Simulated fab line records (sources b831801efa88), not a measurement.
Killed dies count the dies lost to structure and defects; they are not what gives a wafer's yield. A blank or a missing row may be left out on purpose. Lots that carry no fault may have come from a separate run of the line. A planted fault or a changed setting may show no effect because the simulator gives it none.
2 desks, one fault :: flow gf180mcu :: what lay behind the numbers comes last; until then each desk has only its own

## METROLOGY DESK
Means of the sampled wafers that have a number, per lot and without regard to the tool the lot ran on: this is what the gauges read. A lot is out of limits, marked OUT, if its mean lies more than 4 standard deviations from the usual mean; the brackets give that distance.
Columns: A = cdNm at GF_M5_CD_MEAS_07, usual 279.5 nm; B = PASSIVATION_BOW at GF_PASSIVATION_BOW_MEAS_14, usual 137 um
lot: L632
first seen here: day 25 23:16
A: 278.5
B: 137

lot: L633
first seen here: day 26 11:44
A: 281.5
B: 130

lot: L635
first seen here: day 27 03:10
A: 278.8
B: 157

lot: L636
first seen here: day 28 11:14
A: 279.2
B: 141

lot: L637
first seen here: day 28 14:13
A: 278.6
B: 152

lot: L640
first seen here: day 28 19:37
A: 279.4
B: 126

lot: L642
first seen here: day 29 12:13
A: 281.9
B: 151

lot: L647
first seen here: day 31 08:38
A: 278.6
B: 151

lot: L648
first seen here: day 31 11:05
A: 278.0
B: 141

lot: L649
first seen here: day 31 16:38
A: 279.9
B: 151

lot: L652
first seen here: day 32 08:43
A: 279.6
B: 134

lot: L654
first seen here: day 32 20:02
A: 279.1
B: 132

lot: L655
first seen here: day 33 02:43
A: 278.4
B: 131
Result from this desk: across the 13 lots, nothing is out of limits.

## FOR THE TOOL OWNER'S DESK: rieDiel-03
The tool's own readings at GF_STI_ETCH_13 (etches the open film in CHF3/O2, stops on Si, target depth 282.31 nm, time 112.9 s): means of the sampled wafers that have a number, for each lot that ran on this tool. A lot is out of limits, marked OUT, if its mean lies more than 4 standard deviations from the usual mean; the brackets give that distance.
Columns: A = drypumpMotorCurrentA at GF_STI_ETCH_13, usual 5.6 A; B = oesProductAu at GF_STI_ETCH_13, usual 0.833 a.u.; C = throttleValvePct at GF_STI_ETCH_13, usual 8.810 %
lot: L637
first seen here: day 3 03:58
A: 5.2
B: 0.827
C: 8.814

lot: L640
first seen here: day 3 17:40
A: 5.2
B: 0.835
C: 8.811

lot: L655
first seen here: day 6 23:55
A: 5.2
B: 0.833
C: 8.810
Result from this desk: across the 3 lots, nothing is out of limits.

## ALL TOGETHER
The metrology desk saw nothing out of limits.
Nothing out of limits was seen by the tool owner's desk.

## WHAT THE SIMULATOR PUT IN
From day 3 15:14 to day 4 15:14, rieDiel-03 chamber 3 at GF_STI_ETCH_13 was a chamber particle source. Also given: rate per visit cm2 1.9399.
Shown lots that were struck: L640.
